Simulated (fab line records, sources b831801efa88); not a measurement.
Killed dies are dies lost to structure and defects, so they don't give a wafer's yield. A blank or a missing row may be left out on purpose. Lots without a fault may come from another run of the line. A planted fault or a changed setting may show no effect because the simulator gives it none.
Problem report in the 8D (eight disciplines) form, filled by code | flow gf180mcu | the parts of the form that need people (team, actions taken, sign-off) are left out

1. THE PROBLEM
TOP_METAL_ALCU_RS at GF_TOP_METAL_RS_MEAS_05 reads a mean of 0.0504 ohm/sq on 4 wafers of 2 lots; wafers without a fault read 0.0329 ohm/sq with a standard deviation of 0.00033. That is +53 standard deviations from the usual mean.
The step: measures by four-point-probe.
First seen on wafer L215.1, day 31 10:42, on film_metro-02. The record holds 29 wafers of 10 lots with a number at this step. Rule for "out", or "out of limits": more than 4 standard deviations from the usual mean. The other wafers with a number count as sound.

2. WHAT IT IS AND WHAT IT IS NOT
question                    | is                             | is not
which readings at this step | TOP_METAL_ALCU_RS              | -
which lots                  | L215, L216                     | L200, L204, L206, L208, L218, L220, L221, L223
which wafers of those lots  | L215.1, L215.2, L216.1, L216.2 | L215.6
read on which gauges        | film_metro-02                  | film_metro-03
when                        | from day 31 10:42              | up to then (13 sound wafers); but 12 sound wafers of L218, L220, L221, L223 came after

3. SUSPECTS, AND WHAT RULES EACH OUT
Counting: a tool at a process step up to the reading stays a suspect if it ran every lot that is out. Sound lots after the first of them don't rule it out here, since some wafers of a struck lot are sound.
- the gauge at GF_TOP_METAL_RS_MEAS_05: ruled out. All the wafers that are out were read on film_metro-02, but those of them that GF_TOP_METAL_METAL_ETCH_16 has rows for are out there too, on other tools.
- pvd_sputter-03 at GF_TOP_METAL_SPUTTER_02 (material AlCu, target thk 900 nm, time 47.82 s): kept. It ran every lot that is out, first L215 (day 31 10:37); its last sound lot up to then is L206 (day 29 03:04).
- pvd_sputter-03 at GF_TOP_METAL_SPUTTER_04 (material TiN, target thk 25 nm, time 20.8 s): kept. It ran every lot that is out, first L215 (day 31 10:40); its last sound lot up to then is L206 (day 29 03:08).
Left after counting: pvd_sputter-03 at GF_TOP_METAL_SPUTTER_02, pvd_sputter-03 at GF_TOP_METAL_SPUTTER_04.

4. THE CAUSE (what the simulator had put in)
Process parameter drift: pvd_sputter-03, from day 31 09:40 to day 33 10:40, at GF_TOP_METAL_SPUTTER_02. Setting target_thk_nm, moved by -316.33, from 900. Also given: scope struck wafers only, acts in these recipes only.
Counting left 2 suspects, and this tool is among them.

5. THE CHAIN OF EFFECTS, in route order
Each row: a reading whose mean over the struck wafers that have a number lies more than 3 standard deviations from the usual. Only readings for which the record gives a usual standard deviation are gone through. hours: the time from each lot's start at the first step in this table that gives one to its start at this step, as a median over the lots. sigmas: the change in usual standard deviations.
hours | step                       | reading            | usual         | on struck wafers | change  | sigmas
0     | GF_TOP_METAL_RS_MEAS_05    | TOP_METAL_ALCU_RS  | 0.0329 ohm/sq | 0.0504           | +0.0175 | +53
2     | GF_TOP_METAL_THK_MEAS_06   | TOP_METAL_ALCU_THK | 880 nm        | 575              | -305    | -32
18    | GF_TOP_METAL_METAL_ETCH_16 | oes_product_au     | 0.964 a.u.    | 0.786            | -0.178  | -24
18    | GF_TOP_METAL_METAL_ETCH_16 | throttle_valve_pct | 28.260 %      | 28.459           | +0.199  | +18
The process steps in it:
- GF_TOP_METAL_METAL_ETCH_16: etches the open film in Cl2/BCl3, stops on SiO2, target depth 1077.5 nm, time 179.6 s.
Later measuring or inspecting steps at which every struck wafer that the step has a row for has a number for every such reading, and none has moved that far: GF_PASSIVATION_THK_MEAS_01.

6. WHAT WOULD HAVE CAUGHT IT SOONER
In this record the first reading out of limits at a measuring or inspecting step was taken at day 31 10:42, 1 hour after the fault began at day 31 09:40.
Of the tool readings at GF_TOP_METAL_SPUTTER_02 for which the record gives a usual standard deviation, none was out on any struck wafer, so an alarm limit of 4 standard deviations on them would not have fired.
Of the lots that are out (2), L216 began GF_TOP_METAL_SPUTTER_02 on pvd_sputter-03 after day 31 10:42. A hold on the tool at that time would have spared it.
